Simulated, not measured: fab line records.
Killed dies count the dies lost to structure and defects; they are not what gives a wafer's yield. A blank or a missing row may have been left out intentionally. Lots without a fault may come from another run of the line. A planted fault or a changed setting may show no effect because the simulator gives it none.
fab line records :: flow sky130 :: part 2 of 2: steps 29 to 41 of 41
record:
  lots: 5
  wafers: 15
  last_day: 50
route steps=708 shown POLY_CUT@312 SD_P@320 RES_XHIGH@332 SD_N@342
lots that met no fault: from a run of the same line without faults
start_h: hours from the record's first day to the start of the lot's first wafer shown :: wait_h: hours since the lot's step before :: " same as the row above :: L1.1+2: one row covering several wafers at once :: - value missing, or start not given :: * or withheld: withheld :: < > ~ a bound
route shown NAME@n: a module of which the file shows steps, and the number in the route of the first :: usual: mean and standard deviation over wafers with no fault :: same: alike in all rows :: chamber/n: place in a boat :: sites: each site's reading :: _std_site: their standard deviation :: _edge_site: outer sites' mean less inner sites' :: radius_mm: for every site, how far away it sits from the centre of the wafer :: mask NAME#n: copy n :: behind: the last tool/chamber to shape the wafer :: hold: cause of the lot's hold/its duration in hours/its outcome :: device: the transistor (n, p or np) that didn't switch :: end of line: tests of these same wafers at the route's end :: a step without rows: its recipe alone :: killed: dies that structure and defects cost at the first sort, which is not the same as the wafer's yield :: map: per-die view of a wafer (x killed, . not killed, _ where there is no die)
set.NAME: the run value of the setting; set.NAME@STEP: its run value at that earlier step :: model.NAME: the simulator's own value behind a step, which no gauge read
certain route steps with their lots: each step a table, each wafer a row
services: a tool's chamber out of use, with start hour (start_h, from the record's first day; less than 0 if before it), hours out, and reason
== steps ==
step: SKY_RES_XHIGH_STRIP_08
recipe:
  chemistry: O2/N2
  power_w: 1400
  pressure_mtorr: 1500
  platen_temp_c: withheld
  o2_flow_sccm: 3000
  n2_flow_sccm: 300
  overash_fraction: 0.5
usual:
  drypump_motor_current_A: 5.4/0.3
  oes_product_au: 0.711/0.0046
  strip_time_to_endpoint_s: 14.27/0.04
lot.wafer: L081.2
tool: plasma_asher-03
chamber: 1
start_h: 676.51
wait_h: 0.1
drypump_motor_current_A: 4.9
oes_product_au: 0.711
rf_hours_counter_h: 55
strip_time_to_endpoint_s: 14.18

lot.wafer: L081.3
tool: plasma_asher-03
chamber: 0
start_h: 676.51
wait_h: 0.1
drypump_motor_current_A: 5.3
oes_product_au: 0.713
rf_hours_counter_h: -
strip_time_to_endpoint_s: 14.15

lot.wafer: L081.4
tool: plasma_asher-03
chamber: 1
start_h: 676.51
wait_h: 0.1
drypump_motor_current_A: 4.8
oes_product_au: 0.717
rf_hours_counter_h: -
strip_time_to_endpoint_s: 14.16

lot.wafer: L082.2
tool: plasma_asher-01
chamber: 0
start_h: 678.42
wait_h: 0.1
drypump_motor_current_A: 5.1
oes_product_au: 0.710
rf_hours_counter_h: 98
strip_time_to_endpoint_s: 14.22

lot.wafer: L082.5
tool: plasma_asher-01
chamber: 1
start_h: 678.42
wait_h: 0.1
drypump_motor_current_A: 5.5
oes_product_au: 0.714
rf_hours_counter_h: -
strip_time_to_endpoint_s: 14.22

lot.wafer: L082.6
tool: plasma_asher-01
chamber: 0
start_h: 678.42
wait_h: 0.1
drypump_motor_current_A: 5.1
oes_product_au: 0.709
rf_hours_counter_h: -
strip_time_to_endpoint_s: 14.30

lot.wafer: L084.1
tool: plasma_asher-01
chamber: 1
start_h: 705.11
wait_h: 0.1
drypump_motor_current_A: 5.4
oes_product_au: 0.710
rf_hours_counter_h: 102
strip_time_to_endpoint_s: 14.22

lot.wafer: L084.2
tool: plasma_asher-01
chamber: 0
start_h: 705.11
wait_h: 0.1
drypump_motor_current_A: 5.1
oes_product_au: 0.711
rf_hours_counter_h: 102
strip_time_to_endpoint_s: 14.25

lot.wafer: L084.3
tool: plasma_asher-01
chamber: 0
start_h: 705.11
wait_h: 0.1
drypump_motor_current_A: 5.1
oes_product_au: 0.707
rf_hours_counter_h: -
strip_time_to_endpoint_s: 14.29

lot.wafer: L089.3
tool: plasma_asher-01
chamber: 1
start_h: 743.75
wait_h: 0.1
drypump_motor_current_A: 5.5
oes_product_au: 0.707
rf_hours_counter_h: -
strip_time_to_endpoint_s: 14.26

lot.wafer: L089.4
tool: plasma_asher-01
chamber: 0
start_h: 743.75
wait_h: 0.1
drypump_motor_current_A: 5.1
oes_product_au: 0.711
rf_hours_counter_h: -
strip_time_to_endpoint_s: 14.24

lot.wafer: L089.6
tool: plasma_asher-01
chamber: 1
start_h: 743.75
wait_h: 0.1
drypump_motor_current_A: 5.5
oes_product_au: 0.707
rf_hours_counter_h: -
strip_time_to_endpoint_s: 14.23

lot.wafer: L097.2
tool: plasma_asher-02
chamber: 1
start_h: 801.36
wait_h: 0.1
drypump_motor_current_A: 5.8
oes_product_au: 0.708
rf_hours_counter_h: 98
strip_time_to_endpoint_s: 14.21

lot.wafer: L097.3
tool: plasma_asher-02
chamber: 0
start_h: 801.36
wait_h: 0.1
drypump_motor_current_A: 5.7
oes_product_au: 0.705
rf_hours_counter_h: -
strip_time_to_endpoint_s: 14.21

lot.wafer: L097.6
tool: plasma_asher-02
chamber: 1
start_h: 801.36
wait_h: 0.1
drypump_motor_current_A: 5.8
oes_product_au: 0.717
rf_hours_counter_h: -
strip_time_to_endpoint_s: 14.25
step: SKY_RES_XHIGH_TW_MEAS_09
usual:
  RES_XHIGH_TW: 1636/16
lot.wafer: L081.2
tool: film_metro-02
chamber: -
start_h: 676.62
wait_h: 0.1
RES_XHIGH_TW: 1652

lot.wafer: L081.3
tool: film_metro-02
chamber: -
start_h: 676.62
wait_h: 0.1
RES_XHIGH_TW: 1647

lot.wafer: L081.4
tool: film_metro-02
chamber: -
start_h: 676.62
wait_h: 0.1
RES_XHIGH_TW: 1650

lot.wafer: L082.2
tool: film_metro-01
chamber: -
start_h: 678.53
wait_h: 0.1
RES_XHIGH_TW: 1651

lot.wafer: L082.5
tool: film_metro-01
chamber: -
start_h: 678.53
wait_h: 0.1
RES_XHIGH_TW: 1643

lot.wafer: L082.6
tool: film_metro-01
chamber: -
start_h: 678.53
wait_h: 0.1
RES_XHIGH_TW: 1650

lot.wafer: L084.1
tool: film_metro-02
chamber: -
start_h: 705.21
wait_h: 0.1
RES_XHIGH_TW: 1649

lot.wafer: L084.2
tool: film_metro-02
chamber: -
start_h: 705.21
wait_h: 0.1
RES_XHIGH_TW: 1651

lot.wafer: L084.3
tool: film_metro-02
chamber: -
start_h: 705.21
wait_h: 0.1
RES_XHIGH_TW: 1647

lot.wafer: L089.3
tool: film_metro-02
chamber: -
start_h: 743.83
wait_h: 0.1
RES_XHIGH_TW: 1636

lot.wafer: L089.4
tool: film_metro-02
chamber: -
start_h: 743.83
wait_h: 0.1
RES_XHIGH_TW: 1640

lot.wafer: L089.6
tool: film_metro-02
chamber: -
start_h: 743.83
wait_h: 0.1
RES_XHIGH_TW: 1646

lot.wafer: L097.2
tool: film_metro-02
chamber: -
start_h: 801.47
wait_h: 0.1
RES_XHIGH_TW: 1654

lot.wafer: L097.3
tool: film_metro-02
chamber: -
start_h: 801.47
wait_h: 0.1
RES_XHIGH_TW: 1654

lot.wafer: L097.6
tool: film_metro-02
chamber: -
start_h: 801.47
wait_h: 0.1
RES_XHIGH_TW: 1663
step: SKY_SD_N_DEHYDRATE_00
recipe:
  temp_c: 200
  time_s: 60
lot.wafer: L081.2+3+4
tool: litho_track-01
chamber: 0
start_h: 689.03
wait_h: 12.4

lot.wafer: L082.2+5+6
tool: litho_track-01
chamber: 0
start_h: 691.18
wait_h: 12.6

lot.wafer: L084.1+2+3
tool: litho_track-03
chamber: 0
start_h: 717.47
wait_h: 12.2

lot.wafer: L089.3+4+6
tool: litho_track-01
chamber: 0
start_h: 756.56
wait_h: 12.7

lot.wafer: L097.2+3+6
tool: litho_track-03
chamber: 0
start_h: 814.14
wait_h: 12.7
step: SKY_SD_N_HMDS_01
recipe:
  prime_time_s: 60
  prime_temp_c: 120
same:
  prime_time_s: 60
lot.wafer: L081.2+3+4
tool: litho_track-01
chamber: 0
start_h: 689.18
wait_h: 0.1

lot.wafer: L082.2+5+6
tool: litho_track-01
chamber: 0
start_h: 691.33
wait_h: 0.1

lot.wafer: L084.1+2+3
tool: litho_track-03
chamber: 0
start_h: 717.62
wait_h: 0.1

lot.wafer: L089.3+4+6
tool: litho_track-01
chamber: 0
start_h: 756.71
wait_h: 0.1

lot.wafer: L097.2+3+6
tool: litho_track-03
chamber: 0
start_h: 814.29
wait_h: 0.1
step: SKY_SD_N_COAT_02
recipe:
  resist: NOVOLAK
  spin_rpm: 3000
  resist_thk_nm: 1140
lot.wafer: L081.2+3+4
tool: litho_track-01
chamber: 0
start_h: 689.33
wait_h: 0.1

lot.wafer: L082.2+5+6
tool: litho_track-01
chamber: 0
start_h: 691.48
wait_h: 0.1

lot.wafer: L084.1+2+3
tool: litho_track-03
chamber: 0
start_h: 717.77
wait_h: 0.1

lot.wafer: L089.3+4+6
tool: litho_track-01
chamber: 0
start_h: 756.86
wait_h: 0.1

lot.wafer: L097.2+3+6
tool: litho_track-03
chamber: 0
start_h: 814.44
wait_h: 0.1
step: SKY_SD_N_SOFTBAKE_03
recipe:
  temp_c: 90
  time_s: 60
  resist: NOVOLAK
lot.wafer: L081.2+3+4
tool: litho_track-01
chamber: 0
start_h: 689.48
wait_h: 0.1

lot.wafer: L082.2+5+6
tool: litho_track-01
chamber: 0
start_h: 691.63
wait_h: 0.1

lot.wafer: L084.1+2+3
tool: litho_track-03
chamber: 0
start_h: 717.92
wait_h: 0.1

lot.wafer: L089.3+4+6
tool: litho_track-01
chamber: 0
start_h: 757.01
wait_h: 0.1

lot.wafer: L097.2+3+6
tool: litho_track-03
chamber: 0
start_h: 814.59
wait_h: 0.1
step: SKY_SD_N_EXPOSE_04
recipe:
  mask_id: NSDM
  na: 0.6
  source_shape: conventional
  sigma_outer: 0.6
  polarization: unpolarized
  target_cd_nm: 380
  dose_mj: 141
usual:
  focus_offset_nm: 0.0/0.55
same:
  sigma_outer: 0.6
lot.wafer: L081.2
tool: iline_stepper-02
chamber: 0
start_h: -
wait_h: -
mask: NSDM#0
focus_offset_nm: -0.7

lot.wafer: L081.3
tool: iline_stepper-02
chamber: 0
start_h: -
wait_h: -
mask: NSDM#0
focus_offset_nm: 0.6

lot.wafer: L081.4
tool: iline_stepper-02
chamber: 0
start_h: -
wait_h: -
mask: NSDM#0
focus_offset_nm: -0.3

lot.wafer: L082.2
tool: iline_stepper-01
chamber: 0
start_h: -
wait_h: -
mask: NSDM#0
focus_offset_nm: -0.9

lot.wafer: L082.5
tool: iline_stepper-01
chamber: 0
start_h: -
wait_h: -
mask: NSDM#0
focus_offset_nm: 0.1

lot.wafer: L082.6
tool: iline_stepper-01
chamber: 0
start_h: -
wait_h: -
mask: NSDM#0
focus_offset_nm: 0.2

lot.wafer: L084.1
tool: iline_stepper-01
chamber: 0
start_h: -
wait_h: -
mask: NSDM#0
focus_offset_nm: -0.2

lot.wafer: L084.2
tool: iline_stepper-01
chamber: 0
start_h: -
wait_h: -
mask: NSDM#0
focus_offset_nm: 0.6

lot.wafer: L084.3
tool: iline_stepper-01
chamber: 0
start_h: -
wait_h: -
mask: NSDM#0
focus_offset_nm: -0.2

lot.wafer: L089.3
tool: iline_stepper-01
chamber: 0
start_h: -
wait_h: -
mask: NSDM#0
focus_offset_nm: -0.2

lot.wafer: L089.4
tool: iline_stepper-01
chamber: 0
start_h: -
wait_h: -
mask: NSDM#0
focus_offset_nm: -0.4

lot.wafer: L089.6
tool: iline_stepper-01
chamber: 0
start_h: -
wait_h: -
mask: NSDM#0
focus_offset_nm: 0.7

lot.wafer: L097.2
tool: iline_stepper-01
chamber: 0
start_h: -
wait_h: -
mask: NSDM#0
focus_offset_nm: -0.2

lot.wafer: L097.3
tool: iline_stepper-01
chamber: 0
start_h: -
wait_h: -
mask: NSDM#0
focus_offset_nm: 0.0

lot.wafer: L097.6
tool: iline_stepper-01
chamber: 0
start_h: -
wait_h: -
mask: NSDM#0
focus_offset_nm: -0.1
step: SKY_SD_N_PEB_05
recipe:
  temp_c: withheld
  time_s: *
  resist: NOVOLAK
lot.wafer: L081.2+3+4
tool: litho_track-03
chamber: 0
start_h: -
wait_h: -

lot.wafer: L082.2+5+6
tool: litho_track-03
chamber: 0
start_h: -
wait_h: -

lot.wafer: L084.1+2+3
tool: litho_track-02
chamber: 0
start_h: -
wait_h: -

lot.wafer: L089.3+4+6
tool: litho_track-03
chamber: 0
start_h: -
wait_h: -

lot.wafer: L097.2+3+6
tool: litho_track-02
chamber: 0
start_h: -
wait_h: -
step: SKY_SD_N_DEVELOP_06
recipe:
  resist: NOVOLAK
  developer: TMAH
  develop_time_s: 60
  dev_temp_c: 23
lot.wafer: L081.2+3+4
tool: litho_track-03
chamber: 0
start_h: 704.09
wait_h: 0.1

lot.wafer: L082.2+5+6
tool: litho_track-03
chamber: 0
start_h: 706.09
wait_h: 0.1

lot.wafer: L084.1+2+3
tool: litho_track-02
chamber: 0
start_h: 732.11
wait_h: 0.1

lot.wafer: L089.3+4+6
tool: litho_track-03
chamber: 0
start_h: 770.57
wait_h: 0.1

lot.wafer: L097.2+3+6
tool: litho_track-02
chamber: 0
start_h: 827.44
wait_h: 0.1
step: SKY_SD_N_CD_MEAS_07
recipe:
  target_cd_nm: 380
usual:
  cd_nm: 380.3/2.6
lot.wafer: L081.2
tool: cd_sem-02
chamber: -
start_h: 704.24
wait_h: 0.1
cd_nm: 375.8

lot.wafer: L081.3
tool: cd_sem-02
chamber: -
start_h: 704.24
wait_h: 0.1
cd_nm: 377.1

lot.wafer: L081.4
tool: cd_sem-02
chamber: -
start_h: 704.24
wait_h: 0.1
cd_nm: 376.2

lot.wafer: L082.2
tool: cd_sem-01
chamber: -
start_h: 706.24
wait_h: 0.1
cd_nm: 378.8

lot.wafer: L082.5
tool: cd_sem-01
chamber: -
start_h: 706.24
wait_h: 0.1
cd_nm: 376.9

lot.wafer: L082.6
tool: cd_sem-01
chamber: -
start_h: 706.24
wait_h: 0.1
cd_nm: 376.6

lot.wafer: L084.1
tool: cd_sem-02
chamber: -
start_h: 732.26
wait_h: 0.1
cd_nm: 378.8

lot.wafer: L084.2
tool: cd_sem-02
chamber: -
start_h: 732.26
wait_h: 0.1
cd_nm: 377.8

lot.wafer: L084.3
tool: cd_sem-02
chamber: -
start_h: 732.26
wait_h: 0.1
cd_nm: 381.9

lot.wafer: L089.3
tool: cd_sem-01
chamber: -
start_h: 770.71
wait_h: 0.1
cd_nm: 380.8

lot.wafer: L089.4
tool: cd_sem-01
chamber: -
start_h: 770.71
wait_h: 0.1
cd_nm: 382.4

lot.wafer: L089.6
tool: cd_sem-01
chamber: -
start_h: 770.71
wait_h: 0.1
cd_nm: 379.2

lot.wafer: L097.2
tool: cd_sem-02
chamber: -
start_h: 827.58
wait_h: 0.1
cd_nm: 381.9

lot.wafer: L097.3
tool: cd_sem-02
chamber: -
start_h: 827.58
wait_h: 0.1
cd_nm: 382.7

lot.wafer: L097.6
tool: cd_sem-02
chamber: -
start_h: 827.58
wait_h: 0.1
cd_nm: 382.8
step: SKY_SD_N_OVL_MEAS_08
usual:
  SD_N_OVL: -0.4/1.4
lot.wafer: L081.2
tool: overlay-02
chamber: -
start_h: 704.34
wait_h: 0.1
SD_N_OVL[nm]: 0.3

lot.wafer: L081.3
tool: overlay-02
chamber: -
start_h: 704.34
wait_h: 0.1
SD_N_OVL[nm]: -1.2

lot.wafer: L081.4
tool: overlay-02
chamber: -
start_h: 704.34
wait_h: 0.1
SD_N_OVL[nm]: -2.2

lot.wafer: L082.2
tool: overlay-02
chamber: -
start_h: 706.34
wait_h: 0.1
SD_N_OVL[nm]: 1.7

lot.wafer: L082.5
tool: overlay-02
chamber: -
start_h: 706.34
wait_h: 0.1
SD_N_OVL[nm]: 2.2

lot.wafer: L082.6
tool: overlay-02
chamber: -
start_h: 706.34
wait_h: 0.1
SD_N_OVL[nm]: 0.8

lot.wafer: L084.1
tool: overlay-01
chamber: -
start_h: 732.38
wait_h: 0.1
SD_N_OVL[nm]: -1.6

lot.wafer: L084.2
tool: overlay-01
chamber: -
start_h: 732.38
wait_h: 0.1
SD_N_OVL[nm]: -1.6

lot.wafer: L084.3
tool: overlay-01
chamber: -
start_h: 732.38
wait_h: 0.1
SD_N_OVL[nm]: -3.2

lot.wafer: L089.3
tool: overlay-01
chamber: -
start_h: 770.80
wait_h: 0.1
SD_N_OVL[nm]: 0.0

lot.wafer: L089.4
tool: overlay-01
chamber: -
start_h: 770.80
wait_h: 0.1
SD_N_OVL[nm]: -0.5

lot.wafer: L089.6
tool: overlay-01
chamber: -
start_h: 770.80
wait_h: 0.1
SD_N_OVL[nm]: 0.2

lot.wafer: L097.2
tool: overlay-01
chamber: -
start_h: 827.69
wait_h: 0.1
SD_N_OVL[nm]: -1.1

lot.wafer: L097.3
tool: overlay-01
chamber: -
start_h: 827.69
wait_h: 0.1
SD_N_OVL[nm]: -2.0

lot.wafer: L097.6
tool: overlay-01
chamber: -
start_h: 827.69
wait_h: 0.1
SD_N_OVL[nm]: -0.8
step: SKY_SD_N_IMPLANT_09
recipe:
  species: As
  energy_kev: 50
  dose_cm2: 4e+15
  tilt_deg: 0
usual:
  beam_on_s: 17.9/0.63
  end_station_pressure_torr: 1.34e-05/7.5e-07
lot.wafer: L081.2
tool: implanter-04
chamber: 0
start_h: 704.40
wait_h: 0.0
beam_on_s: 18.5
end_station_pressure_torr: 1.33e-05

lot.wafer: L081.3
tool: implanter-04
chamber: 0
start_h: 704.40
wait_h: 0.0
beam_on_s: 18.3
end_station_pressure_torr: 1.46e-05

lot.wafer: L081.4
tool: implanter-04
chamber: 0
start_h: 704.40
wait_h: 0.0
beam_on_s: 19.4
end_station_pressure_torr: 1.36e-05

lot.wafer: L082.2
tool: implanter-04
chamber: 0
start_h: 706.40
wait_h: 0.0
beam_on_s: 18.4
end_station_pressure_torr: 1.35e-05

lot.wafer: L082.5
tool: implanter-04
chamber: 0
start_h: 706.40
wait_h: 0.0
beam_on_s: 18.0
end_station_pressure_torr: 1.39e-05

lot.wafer: L082.6
tool: implanter-04
chamber: 0
start_h: 706.40
wait_h: 0.0
beam_on_s: 18.3
end_station_pressure_torr: 1.24e-05

lot.wafer: L084.1
tool: implanter-02
chamber: 0
start_h: 732.42
wait_h: 0.0
beam_on_s: 17.4
end_station_pressure_torr: 1.38e-05

lot.wafer: L084.2
tool: implanter-02
chamber: 0
start_h: 732.42
wait_h: 0.0
beam_on_s: 17.0
end_station_pressure_torr: 1.26e-05

lot.wafer: L084.3
tool: implanter-02
chamber: 0
start_h: 732.42
wait_h: 0.0
beam_on_s: 17.3
end_station_pressure_torr: 1.48e-05

lot.wafer: L089.3
tool: implanter-04
chamber: 0
start_h: 770.87
wait_h: 0.1
beam_on_s: 18.6
end_station_pressure_torr: 1.38e-05

lot.wafer: L089.4
tool: implanter-04
chamber: 0
start_h: 770.87
wait_h: 0.1
beam_on_s: 18.4
end_station_pressure_torr: 1.27e-05

lot.wafer: L089.6
tool: implanter-04
chamber: 0
start_h: 770.87
wait_h: 0.1
beam_on_s: 18.4
end_station_pressure_torr: 1.21e-05

lot.wafer: L097.2
tool: implanter-03
chamber: 0
start_h: 827.74
wait_h: 0.0
beam_on_s: 18.6
end_station_pressure_torr: 1.33e-05

lot.wafer: L097.3
tool: implanter-03
chamber: 0
start_h: 827.74
wait_h: 0.0
beam_on_s: 18.0
end_station_pressure_torr: 1.29e-05

lot.wafer: L097.6
tool: implanter-03
chamber: 0
start_h: 827.74
wait_h: 0.0
beam_on_s: 17.6
end_station_pressure_torr: 1.36e-05
step: SKY_SD_N_IMPLANT_10
recipe:
  species: P
  energy_kev: 20
  dose_cm2: 1e+14
  tilt_deg: 0
usual:
  beam_on_s: 10.6/0.38
  end_station_pressure_torr: 5.43e-06/2.7e-07
lot.wafer: L081.2
tool: implanter-04
chamber: 0
start_h: 704.55
wait_h: 0.1
beam_on_s: 11.1
end_station_pressure_torr: 5.65e-06

lot.wafer: L081.3
tool: implanter-04
chamber: 0
start_h: 704.55
wait_h: 0.1
beam_on_s: 10.8
end_station_pressure_torr: 5.45e-06

lot.wafer: L081.4
tool: implanter-04
chamber: 0
start_h: 704.55
wait_h: 0.1
beam_on_s: 11.2
end_station_pressure_torr: 5.45e-06

lot.wafer: L082.2
tool: implanter-04
chamber: 0
start_h: 706.55
wait_h: 0.1
beam_on_s: 11.0
end_station_pressure_torr: 5.07e-06

lot.wafer: L082.5
tool: implanter-04
chamber: 0
start_h: 706.55
wait_h: 0.1
beam_on_s: 10.8
end_station_pressure_torr: 5.43e-06

lot.wafer: L082.6
tool: implanter-04
chamber: 0
start_h: 706.55
wait_h: 0.1
beam_on_s: 10.8
end_station_pressure_torr: 5.02e-06

lot.wafer: L084.1
tool: implanter-02
chamber: 0
start_h: 732.57
wait_h: 0.1
beam_on_s: 10.4
end_station_pressure_torr: 5.21e-06

lot.wafer: L084.2
tool: implanter-02
chamber: 0
start_h: 732.57
wait_h: 0.1
beam_on_s: 10.3
end_station_pressure_torr: 5.49e-06

lot.wafer: L084.3
tool: implanter-02
chamber: 0
start_h: 732.57
wait_h: 0.1
beam_on_s: 10.3
end_station_pressure_torr: 5.71e-06

lot.wafer: L089.3
tool: implanter-04
chamber: 0
start_h: 771.02
wait_h: 0.1
beam_on_s: 11.1
end_station_pressure_torr: 5.78e-06

lot.wafer: L089.4
tool: implanter-04
chamber: 0
start_h: 771.02
wait_h: 0.1
beam_on_s: 10.7
end_station_pressure_torr: 5.12e-06

lot.wafer: L089.6
tool: implanter-04
chamber: 0
start_h: 771.02
wait_h: 0.1
beam_on_s: 10.9
end_station_pressure_torr: 5.35e-06

lot.wafer: L097.2
tool: implanter-03
chamber: 0
start_h: 827.89
wait_h: 0.1
beam_on_s: 10.9
end_station_pressure_torr: 5.37e-06

lot.wafer: L097.3
tool: implanter-03
chamber: 0
start_h: 827.89
wait_h: 0.1
beam_on_s: 10.9
end_station_pressure_torr: 5.35e-06

lot.wafer: L097.6
tool: implanter-03
chamber: 0
start_h: 827.89
wait_h: 0.1
beam_on_s: 10.3
end_station_pressure_torr: 5.35e-06
== services ==
tool: rie_diel-01
chamber: 0
start_h: 581.80
hours: 20.7
kind: repair

tool: implanter-04
chamber: -
start_h: 597.13
hours: 3.2
kind: pm

tool: rie_diel-02
chamber: 2
start_h: 605.06
hours: 1.3
kind: repair

tool: rie_diel-02
chamber: 0
start_h: 610.96
hours: 4.3
kind: repair

tool: implanter-04
chamber: -
start_h: 614.11
hours: 2.9
kind: repair

tool: plasma_asher-02
chamber: -
start_h: 627.12
hours: 15.6
kind: pm

tool: rie_diel-02
chamber: 3
start_h: 629.43
hours: 6.4
kind: repair

tool: rie_diel-01
chamber: -
start_h: 641.12
hours: 1.2
kind: repair

tool: iline_stepper-01
chamber: -
start_h: 671.26
hours: 1.7
kind: pm

tool: implanter-03
chamber: -
start_h: 672.22
hours: 1.5
kind: repair

tool: iline_stepper-02
chamber: -
start_h: 674.00
hours: 1.7
kind: pm

tool: implanter-04
chamber: -
start_h: 678.85
hours: 2.8
kind: repair

tool: plasma_asher-03
chamber: -
start_h: 683.60
hours: 22.6
kind: repair

tool: rie_diel-01
chamber: 0
start_h: 686.85
hours: 5.6
kind: repair

tool: rie_diel-02
chamber: 0
start_h: 689.56
hours: 2.9
kind: repair

tool: plasma_asher-03
chamber: -
start_h: 697.75
hours: 12.0
kind: repair

tool: rie_diel-01
chamber: 3
start_h: 701.45
hours: 48.5
kind: repair

tool: plasma_asher-03
chamber: -
start_h: 709.78
hours: 14.6
kind: pm

tool: plasma_asher-02
chamber: -
start_h: 731.80
hours: 2.3
kind: repair

tool: iline_stepper-02
chamber: -
start_h: 741.22
hours: 4.4
kind: pm

tool: rie_diel-02
chamber: -
start_h: 774.37
hours: 2.3
kind: repair

tool: implanter-04
chamber: -
start_h: 776.12
hours: 3.1
kind: pm

tool: implanter-04
chamber: -
start_h: 809.77
hours: 1.3
kind: repair

tool: iline_stepper-01
chamber: -
start_h: 815.95
hours: 2.3
kind: repair
